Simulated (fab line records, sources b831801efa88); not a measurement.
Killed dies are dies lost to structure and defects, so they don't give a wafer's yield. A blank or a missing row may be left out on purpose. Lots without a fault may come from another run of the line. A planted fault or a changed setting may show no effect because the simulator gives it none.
fab line records | flow sfq_line
record lots=6 wafers=18 last_day=92
route steps=325 shown M7@295 I7@296 M8@311
lots that met no fault: from a run of the same line without faults
start_h: hours from the record's first day to the start of the lot's first wafer shown | wait_h: hours since the lot's step before | " the same as in the row above | L1.1+2: a row that stands for several wafers | - no value, or no start given | * or withheld: withheld | < > ~ a bound
route shown NAME@n: a module of which the file shows steps, and the number in the route of the first | usual: mean/standard deviation of fault-free wafers | same: alike in all rows | chamber/n: place in a boat | sites: the reading at each site | _std_site: their standard deviation | _edge_site: outer sites' mean less inner sites' | radius_mm: how far each site lies from the wafer's centre | mask NAME#n: copy n | behind: the tool/chamber that last shaped the wafer | hold: why the lot was held/for how many hours/how that ended | device: the transistor (n, p or np) that didn't switch | end of line: the same wafers' tests at the end of the route | a step without rows: its recipe alone | killed: dies lost to structure and defects at the first sort, not the wafer's yield | map: a wafer's dies, x killed, . not, _ none there
set.NAME: the setting as run; set.NAME@STEP: as run at that earlier step | model.NAME: the simulator's own value behind a step, which no gauge read
lots at some steps of the route; a table a step, a row a wafer
services: from which hour (start_h, from the record's first day; less than 0 if before it) a tool's chamber was out of use, for how many hours, and why
## steps
# step SFQ_TRILAYER_M7_STRIP_SOLV_CLEAN_182
# recipe chemistry=NMP temp_c=70 time_s=600
# step SFQ_TRILAYER_I7_DEP_PECVD_183
# recipe material=SiO2 temp_c=150 time_s=111.11 pressure_torr=2.4 rf_w=183.3 precursor=SiH4/N2O target_thk_nm=500
# usual heater_power_w=79/8.3 throttle_valve_pct=24.1/1.5
# columns lot.wafer tool chamber start_h wait_h heater_power_w since_wet_clean_h throttle_valve_pct
L686.2 pecvd-04 1 1694.08 0.0 74 1116 26.8
L686.5 " 1 " " 77 - 26.8
L686.6 " 0 " " 80 - 23.5
L702.3 pecvd-03 0 1964.17 0.0 70 264 21.5
L702.4 " 0 " " 73 - 22.1
L702.5 " 2 " " 95 - 25.3
L703.3 pecvd-01 0 2068.19 0.0 83 737 25.7
L703.4 " 2 " " 86 - 23.8
L703.5 " 0 " " 68 - 25.8
L706.2 pecvd-01 2 2113.91 0.0 83 783 24.1
L706.3 " 1 " " 67 783 25.5
L706.6 " 1 " " 70 - 25.5
L707.1 pecvd-04 0 2121.17 0.0 76 51 21.6
L707.3 " 2 " " 78 51 23.2
L707.5 " 2 " " 65 - 23.3
L709.2 pecvd-01 1 2142.32 0.0 71 812 25.7
L709.3 " 2 " " 82 812 23.7
L709.4 " 0 " " 66 - 25.9
# step SFQ_TRILAYER_I7_CMP_CMP_184
# recipe material=SiO2 down_force_psi=3 platen_rpm=60 pad_velocity_m_s=0.94248
# usual motor_current_A=9.9/0.97 platen_rpm=60.00/0.039 retaining_ring_pressure_frac=1.000/0.0046 slurry_flow_ml_min=150.0/0.45 time_to_endpoint_s=216/8
# columns lot.wafer tool chamber start_h wait_h motor_current_A platen_rpm retaining_ring_pressure_frac slurry_flow_ml_min time_to_endpoint_s
L686.2 cmp-01 3 1700.06 5.9 11.1 59.98 1.006 149.4 206
L686.5 " 2 1701.56 7.4 10.4 59.96 1.006 150.2 208
L686.6 " 3 " " 10.9 60.02 1.002 150.0 231
L702.4 cmp-01 1 1964.25 0.0 10.7 59.95 0.986 150.1 218
L702.3 " 2 " " 10.2 60.02 1.001 150.7 210
L702.5 " 2 1966.75 2.5 9.6 60.02 1.003 150.1 211
L703.3 cmp-02 3 2069.27 1.0 9.7 60.02 0.993 149.6 213
L703.4 " 0 " " 9.8 59.95 1.001 150.3 210
L703.5 " 1 " " 8.2 60.02 0.996 148.9 220
L706.3 cmp-01 2 2113.99 0.0 10.1 60.02 0.999 150.6 211
L706.2 " 3 " " 10.9 59.96 1.008 150.0 214
L706.6 " 3 2116.49 2.5 11.1 60.02 0.998 149.3 219
L707.1 cmp-01 1 2122.25 1.0 10.5 60.00 0.996 149.3 209
L707.3 " 2 " " 10.5 59.95 0.997 150.5 199
L707.5 " 3 " " 11.2 59.96 1.004 149.3 208
L709.2 cmp-01 3 2142.40 0.0 11.2 60.04 1.002 150.2 203
L709.4 " 0 " " 8.3 60.00 1.000 149.6 217
L709.3 " 2 2143.90 1.5 9.8 59.99 1.002 150.0 201
# step SFQ_I7_BOW_MEAS_946
# recipe mode=bow
# usual I7_BOW=8/11
# columns lot.wafer tool chamber start_h wait_h I7_BOW[um]
L686.2 film_metro-04 - 1702.58 2.0 1
L686.5 " - " " -7
L686.6 " - " " 4
L702.3 film_metro-03 - 1967.29 2.0 31
L702.4 " - " " 26
L702.5 " - " " 19
L703.3 film_metro-02 - 2071.31 1.5 -3
L703.4 " - " " -7
L703.5 " - " " 1
L706.2 film_metro-02 - 2117.01 2.0 4
L706.3 " - " " 13
L706.6 " - " " 3
L707.1 film_metro-02 - 2124.25 1.5 5
L707.3 " - " " 9
L707.5 " - " " 17
L709.2 film_metro-04 - 2145.42 2.5 5
L709.3 " - " " 9
L709.4 " - " " 1
# step SFQ_TRILAYER_I7_METRO_MEASURE_185
# usual thk_nm=199.9/1.2
# columns lot.wafer tool chamber start_h wait_h thk_nm
L686.2 film_metro-04 - 1702.88 0.3 199.5
L686.5 " - " " 199.0
L686.6 " - " " 198.7
L702.3 film_metro-03 - 1967.77 0.5 199.1
L702.4 " - " " 200.7
L702.5 " - " " 199.8
L703.3 film_metro-02 - 2071.79 0.5 201.0
L703.4 " - " " 199.0
L703.5 " - " " 202.1
L706.2 film_metro-02 - 2117.31 0.3 200.3
L706.3 " - " " 199.3
L706.6 " - " " 200.7
L707.1 film_metro-02 - 2124.37 0.1 199.2
L707.3 " - " " 199.2
L707.5 " - " " 200.1
L709.2 film_metro-04 - 2145.72 0.3 198.7
L709.3 " - " " 197.3
L709.4 " - " " 199.6
# step SFQ_TRILAYER_I7_VIA_LITHO_COAT_192
# recipe resist=BARC spin_rpm=3000 resist_thk_nm=62
# step SFQ_TRILAYER_I7_VIA_LITHO_COAT_187
# recipe resist=KrF spin_rpm=3000 resist_thk_nm=650
# step SFQ_TRILAYER_I7_VIA_LITHO_SOFTBAKE_191
# recipe temp_c=withheld time_s=withheld resist=KrF
# step SFQ_TRILAYER_I7_VIA_LITHO_EXPOSE_188
# recipe mask_id=I7 na=0.6 source_shape=conventional sigma_outer=0.65 target_cd_nm=1000 dose_mj=21.3
# step SFQ_TRILAYER_I7_VIA_LITHO_PEB_190
# recipe peb_temp_c=115 peb_time_s=60 resist=KrF
# step SFQ_TRILAYER_I7_VIA_LITHO_DEVELOP_189
# recipe time_s=60 resist=KrF
# step SFQ_I7_OVL_MEAS_947
# usual I7_OVL=1/6.3
# columns lot.wafer tool chamber start_h wait_h I7_OVL[nm]
L686.2 overlay-01 - 1707.17 0.1 -1
L686.5 " - " " -3
L686.6 " - " " 6
L702.3 overlay-01 - 1970.83 0.1 0
L702.4 " - " " 1
L702.5 " - " " 3
L703.3 overlay-01 - 2074.85 0.1 1
L703.4 " - " " 16
L703.5 " - " " 4
L706.2 overlay-01 - 2120.69 0.1 -1
L706.3 " - " " -3
L706.6 " - " " 2
L707.1 overlay-01 - 2129.06 0.1 5
L707.3 " - " " 4
L707.5 " - " " 8
L709.2 overlay-01 - 2212.51 0.1 9
L709.3 " - " " 12
L709.4 " - " " 6
# step SFQ_TRILAYER_I7_VIA_BARC_OPEN_VIA_ETCH_260
# recipe mask_material=PR chemistry=O2 target_depth_nm=125 target=BARC source_w=500 bias_w=80 pressure_mtorr=30 time_s=41.7
# usual bias_w=80.03/0.23 chamber_pressure_mTorr=30.002/0.027 drypump_motor_current_A=5.9/0.52 oes_product_au=0.685/0.0048
# columns lot.wafer tool chamber start_h wait_h bias_w chamber_pressure_mTorr drypump_motor_current_A oes_product_au rf_hours_counter_h model.KrF_of_TRILAYER_I7_VIA_LITHO_COAT_187.thk_nm
L686.2 rie_diel-04 2 1707.20 0.0 80.21 30.018 5.6 0.688 2 570.2
L686.5 " 2 " " 80.22 30.023 5.6 0.689 - 571.4
L686.6 " 3 " " 80.29 29.976 5.9 0.683 - 572
L702.3 rie_diel-04 1 1970.85 0.0 - - - - - 621.2
L702.4 " 2 " " - - - - - 620.8
L702.5 " 1 " " - - - - - 620
L703.3 rie_diel-02 3 2074.87 0.0 - - - - - 622.1
L703.4 " 1 " " - - - - - 622.8
L703.5 " 0 " " - - - - - 625.2
L706.2 rie_diel-02 2 2120.72 0.0 80.18 30.018 6.4 0.680 4 573.3
L706.3 " 1 " " 80.01 30.028 5.0 0.680 8 574
L706.6 " 0 " " 80.38 29.996 6.1 0.689 - 573
L707.1 rie_diel-02 1 2129.10 0.0 80.21 29.985 5.0 0.687 8 575.3
L707.3 " 2 " " 79.86 30.047 6.4 0.685 4 576
L707.5 " 0 " " 80.09 29.993 6.1 0.691 - 575.6
L709.2 rie_diel-02 0 2212.54 0.0 80.15 29.965 6.0 0.679 5 575.3
L709.3 " 3 " " 79.86 30.041 6.3 0.683 5 577.5
L709.4 " 2 " " 80.00 29.990 6.4 0.680 4 576
# step SFQ_TRILAYER_I7_VIA_ETCH_VIA_ETCH_190
# recipe target=SiO2 stop_on=Nb mask_material=PR taper_deg=20 chemistry=CHF3 target_depth_nm=260 source_w=500 bias_w=80 pressure_mtorr=30 time_s=withheld
# usual bias_w=80.01/0.26 chamber_pressure_mTorr=30.003/0.027 drypump_motor_current_A=5.9/0.52 oes_product_au=0.855/0.0049
# columns lot.wafer tool chamber start_h wait_h bias_w chamber_pressure_mTorr drypump_motor_current_A oes_product_au model.KrF_of_TRILAYER_I7_VIA_LITHO_COAT_187.thk_nm
L686.2 rie_diel-04 2 1707.24 0.0 79.83 30.069 5.6 0.856 526.5
L686.5 " 2 " " 79.67 29.994 5.6 0.854 527.2
L686.6 " 3 " " 80.32 30.028 5.8 0.857 528.1
L702.3 rie_diel-04 1 1970.89 0.0 79.62 29.993 6.7 0.379 576.6
L702.4 " 2 " " 79.92 29.983 5.6 0.375 576.1
L702.5 " 1 " " 79.88 30.021 6.7 0.376 575.7
L703.3 rie_diel-02 3 2074.91 0.0 79.77 29.969 6.3 0.375 576.9
L703.4 " 1 " " 79.62 30.003 4.9 0.372 578.5
L703.5 " 0 " " 79.54 30.016 6.1 0.375 580.8
L706.2 rie_diel-02 2 2120.76 0.0 80.26 30.093 6.4 0.860 529.6
L706.3 " 1 " " 79.83 30.000 5.0 0.853 530.4
L706.6 " 0 " " 79.95 30.019 6.1 0.862 528.5
L707.1 rie_diel-02 1 2129.14 0.0 79.95 29.960 5.0 0.859 531.2
L707.3 " 2 " " 79.96 30.056 6.3 0.851 531.9
L707.5 " 0 " " 80.14 30.039 6.1 0.854 530.5
L709.2 rie_diel-02 0 2212.58 0.0 80.15 30.003 6.0 0.853 530.8
L709.3 " 3 " " 79.74 30.030 6.3 0.849 532.9
L709.4 " 2 " " 79.55 29.962 6.4 0.855 532
# step SFQ_TRILAYER_I7_VIA_STRIP_STRIP_191
# recipe gas=O2 power_w=200 platen_temp_c=40 overash_fraction=0.65 chemistry=O2 pressure_mtorr=50
# usual drypump_motor_current_A=5.8/0.44 oes_product_au=0.999/0.0084
# columns lot.wafer tool chamber start_h wait_h drypump_motor_current_A oes_product_au rf_hours_counter_h
L686.2 rie_metal-03 0 1707.36 - 6.0 1.007 124
L686.5 " 1 " " 6.4 1.009 -
L686.6 " 0 " " 6.0 1.010 -
L702.3 rie_metal-04 1 1971.21 - 6.0 0.996 -
L702.4 " 0 " " 5.8 1.000 -
L702.5 " 0 " " 5.8 0.999 -
L703.3 rie_metal-02 0 2075.23 - 5.1 0.996 -
L703.4 " 1 " " 5.4 0.991 -
L703.5 " 1 " " 5.4 1.009 -
L706.2 rie_metal-03 1 2120.88 - 6.4 1.009 123
L706.3 " 1 " " 6.4 1.009 -
L706.6 " 1 " " 6.4 1.016 -
L707.1 rie_metal-04 0 2129.25 - 5.8 0.997 12
L707.3 " 0 " " 5.8 1.009 -
L707.5 " 0 " " 5.8 0.999 -
L709.2 rie_metal-04 0 2212.69 - 5.8 1.002 17
L709.3 " 0 " " 5.8 0.987 -
L709.4 " 1 " " 6.0 0.984 -
# step SFQ_TRILAYER_I7_VIA_STRIP_SOLV_CLEAN_192
# recipe chemistry=NMP temp_c=70 time_s=600
# step SFQ_TRILAYER_M8_LITHO_LOR_COAT_197
# recipe resist=lift-off spin_rpm=3000
# step SFQ_TRILAYER_M8_LITHO_LOR_BAKE_198
# recipe resist=lift-off temp_c=withheld time_s=withheld
# step SFQ_TRILAYER_M8_LITHO_COAT_193
# recipe resist=KrF spin_rpm=3000 resist_thk_nm=600
# step SFQ_TRILAYER_M8_LITHO_SOFTBAKE_199
# recipe temp_c=withheld time_s=withheld resist=KrF
# step SFQ_TRILAYER_M8_LITHO_EXPOSE_194
# recipe mask_id=M8 na=0.6 source_shape=conventional sigma_outer=0.65 target_cd_nm=2000 dose_mj=14.4
# usual exposure_dose_mJ_cm2=14.401/0.015 focus_offset_nm=0.1/0.62 na=0.6/0
# columns lot.wafer tool chamber start_h wait_h mask exposure_dose_mJ_cm2 focus_offset_nm na
L686.2 krf_scanner-01 0 1813.44 - M8#0 14.414 0.0 0.6
L686.5 " 0 " " M8#0 14.425 0.4 0.6
L686.6 " 0 " " M8#0 14.424 0.0 0.6
L702.3 krf_scanner-02 - 1978.12 - M8#0 - - -
L702.4 " - " " M8#0 - - -
L702.5 " - " " M8#0 - - -
L703.3 krf_scanner-02 - 2092.59 - M8#0 - - -
L703.4 " - " " M8#0 - - -
L703.5 " - " " M8#0 - - -
L706.2 krf_scanner-01 0 2124.39 - M8#0 14.384 -0.9 0.6
L706.3 " 0 " " M8#0 14.394 -0.7 0.6
L706.6 " 0 " " M8#0 14.376 -1.0 0.6
L707.1 krf_scanner-01 0 2131.32 - M8#0 14.364 0.2 0.6
L707.3 " 0 " " M8#0 14.370 0.2 0.6
L707.5 " 0 " " M8#0 14.383 0.5 0.6
L709.2 krf_scanner-01 0 2216.91 - M8#0 14.382 0.4 0.6
L709.3 " 0 " " M8#0 14.394 0.7 0.6
L709.4 " 0 " " M8#0 14.394 0.9 0.6
# step SFQ_TRILAYER_M8_LITHO_PEB_196
# recipe peb_temp_c=115 peb_time_s=60 resist=KrF
# step SFQ_TRILAYER_M8_LITHO_DEVELOP_195
# recipe img_clear_s=15 time_s=55 resist=KrF
# step SFQ_M8_OVL_MEAS_948
# usual M8_OVL=1/4.9
# columns lot.wafer tool chamber start_h wait_h M8_OVL[nm]
L686.2 overlay-02 - 1814.74 0.1 -4
L686.5 " - " " -2
L686.6 " - " " -3
L702.3 overlay-01 - 1979.23 0.1 -
L702.4 " - " " -
L702.5 " - " " -
L703.3 overlay-01 - 2093.70 0.1 -
L703.4 " - " " -
L703.5 " - " " -
L706.2 overlay-01 - 2125.68 0.1 -5
L706.3 " - " " -3
L706.6 " - " " -8
L707.1 overlay-01 - 2132.81 0.1 2
L707.3 " - " " -1
L707.5 " - " " -2
L709.2 overlay-02 - 2218.21 0.1 1
L709.3 " - " " -3
L709.4 " - " " -2
# step SFQ_TRILAYER_M8_DEP_EVAP_197
# recipe material=Ti angular_spread_deg=1 target_thk_nm=20 time_s=100 power_w=2000
# step SFQ_TRILAYER_M8_DEP_EVAP_198
# recipe material=Pt angular_spread_deg=1 target_thk_nm=50 time_s=250 power_w=2000
# step SFQ_TRILAYER_M8_DEP_EVAP_196
# recipe material=Au angular_spread_deg=1 target_thk_nm=180 time_s=882.1 power_w=2000
# step SFQ_M8_RS_MEAS_949
# recipe thk_meas_gauge=four-point-probe reads=Au_of_TRILAYER_M8_DEP_EVAP_196+Pt_of_TRILAYER_M8_DEP_EVAP_198+Ti_of_TRILAYER_M8_DEP_EVAP_197
# usual M8_AU_RS=0.1558/0.0018
# columns lot.wafer tool chamber start_h wait_h M8_AU_RS[ohm/sq]
L686.2 film_metro-04 - 1815.53 0.3 0.1541
L686.5 " - " " 0.1546
L686.6 " - " " 0.1524
L702.3 film_metro-04 - 1980.04 0.3 0.1572
L702.4 " - " " 0.1548
L702.5 " - " " 0.1549
L703.3 film_metro-04 - 2094.51 0.3 0.1596
L703.4 " - " " 0.1552
L703.5 " - " " 0.1544
L706.2 film_metro-01 - 2126.48 0.3 0.1558
L706.3 " - " " 0.1570
L706.6 " - " " 0.1593
L707.1 film_metro-03 - 2133.60 0.3 0.1554
L707.3 " - " " 0.1556
L707.5 " - " " 0.1576
L709.2 film_metro-04 - 2219.00 0.3 0.1549
L709.3 " - " " 0.1535
L709.4 " - " " 0.1545
# step SFQ_M8_THK_MEAS_950
# recipe thk_meas_gauge=xrf reads=Au_of_TRILAYER_M8_DEP_EVAP_196
# usual M8_AU_THK=179.0/2.6
# columns lot.wafer tool chamber start_h wait_h M8_AU_THK[nm]
L686.2 film_metro-04 - 1815.64 0.1 179.3
L686.5 " - " " 178.5
L686.6 " - " " 182.0
L702.3 film_metro-04 - 1980.14 0.1 176.8
L702.4 " - " " 179.2
L702.5 " - " " 179.2
L703.3 film_metro-04 - 2094.61 0.1 174.6
L703.4 " - " " 178.9
L703.5 " - " " 179.9
L706.2 film_metro-01 - 2126.59 0.1 180.9
L706.3 " - " " 178.8
L706.6 " - " " 177.0
L707.1 film_metro-03 - 2133.72 0.1 178.1
L707.3 " - " " 177.2
L707.5 " - " " 176.1
L709.2 film_metro-04 - 2219.11 0.1 178.6
L709.3 " - " " 179.9
L709.4 " - " " 180.3
# step SFQ_TRILAYER_M8_LIFTOFF_LIFTOFF_197
# recipe temp_c=80 time_s=600 chemistry=NMP
# step SFQ_M8_BOW_MEAS_951
# recipe mode=bow
# usual M8_BOW=9/11
# columns lot.wafer tool chamber start_h wait_h M8_BOW[um] model.etest.m8.ohm_sq model.etest.i7.link_ohm
L686.2 film_metro-01 - 1815.89 0.0 1 0.1547 1.06
L686.5 " - " " -6 0.1554 1.051
L686.6 " - " " 5 0.1528 1.05
L702.3 film_metro-01 - 1980.39 0.0 32 1e+06 1e+06
L702.4 " - " " 27 1e+06 1e+06
L702.5 " - " " 19 1e+06 1e+06
L703.3 film_metro-03 - 2094.86 0.0 -1 1e+06 1e+06
L703.4 " - " " -5 1e+06 1e+06
L703.5 " - " " 3 1e+06 1e+06
L706.2 film_metro-04 - 2126.83 0.0 5 0.1562 1.064
L706.3 " - " " 13 0.1571 1.052
L706.6 " - " " 5 0.1597 1.061
L707.1 film_metro-04 - 2133.95 0.0 7 0.1553 1.052
L707.3 " - " " 9 0.1556 1.052
L707.5 " - " " 16 0.1575 1.052
L709.2 film_metro-03 - 2219.36 0.0 4 0.1553 1.054
L709.3 " - " " 9 0.1542 1.048
L709.4 " - " " 0 0.1545 1.05
## services
# columns tool chamber start_h hours kind
rie_diel-04 0 1670.73 5.5 repair
cmp-01 - 1682.33 2.2 repair
cmp-01 - 1687.91 1.4 repair
rie_diel-02 0 1711.31 38.1 repair
cmp-01 - 1712.89 0.8 repair
krf_scanner-01 - 1716.82 3.6 pm
krf_scanner-01 - 1720.37 1.0 pm
rie_diel-02 2 1754.04 10.1 repair
rie_diel-02 2 1775.44 13.8 repair
rie_diel-04 1 1786.20 3.1 repair
krf_scanner-01 - 1791.54 1.3 pm
cmp-01 - 1848.57 0.6 repair
rie_diel-02 - 1880.47 0.4 repair
cmp-01 - 1900.54 12.3 pm
cmp-01 - 1916.30 3.6 repair
cmp-01 - 1928.36 1.9 repair
cmp-01 - 1938.83 4.0 pm
rie_diel-02 - 2007.18 2.8 pm
cmp-01 - 2031.26 0.8 repair
cmp-01 - 2035.55 4.1 pm
cmp-01 - 2051.19 1.2 repair
cmp-01 - 2095.02 0.2 repair
cmp-01 - 2161.57 0.6 repair
rie_diel-02 - 2163.61 0.1 repair
## key
first_sign step=SFQ_TRILAYER_I7_VIA_BARC_OPEN_VIA_ETCH_260 reading=tool_record direction=missing
effect step=SFQ_TRILAYER_I7_VIA_ETCH_VIA_ETCH_190 reading=oes_product_au direction=down sigmas=97 usual=0.855 struck=0.376
effect step=SFQ_TRILAYER_M8_LITHO_EXPOSE_194 reading=tool_record direction=missing
effect step=SFQ_M8_OVL_MEAS_948 reading=M8_OVL direction=missing
model_effect step=SFQ_TRILAYER_I7_VIA_BARC_OPEN_VIA_ETCH_260 value=KrF_of_TRILAYER_I7_VIA_LITHO_COAT_187.thk_nm without=570.7 struck=622
model_effect step=SFQ_TRILAYER_I7_VIA_ETCH_VIA_ETCH_190 value=KrF_of_TRILAYER_I7_VIA_LITHO_COAT_187.thk_nm without=526.1 struck=577.4
model_effect step=SFQ_M8_BOW_MEAS_951 value=etest.m8.ohm_sq without=0.1562 struck=1e+06
met_at SFQ_TRILAYER_I7_VIA_BARC_OPEN_VIA_ETCH_260
struck_wafers L702.3,L702.4,L702.5,L703.3,L703.4,L703.5
onset_between 1707.20 1970.85
fault kind=skipped_step_whole tool=rie_diel-02,rie_diel-04 chamber=- onset_h=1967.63 steps=SFQ_TRILAYER_I7_VIA_BARC_OPEN_VIA_ETCH_260 scope=struck_lots_only
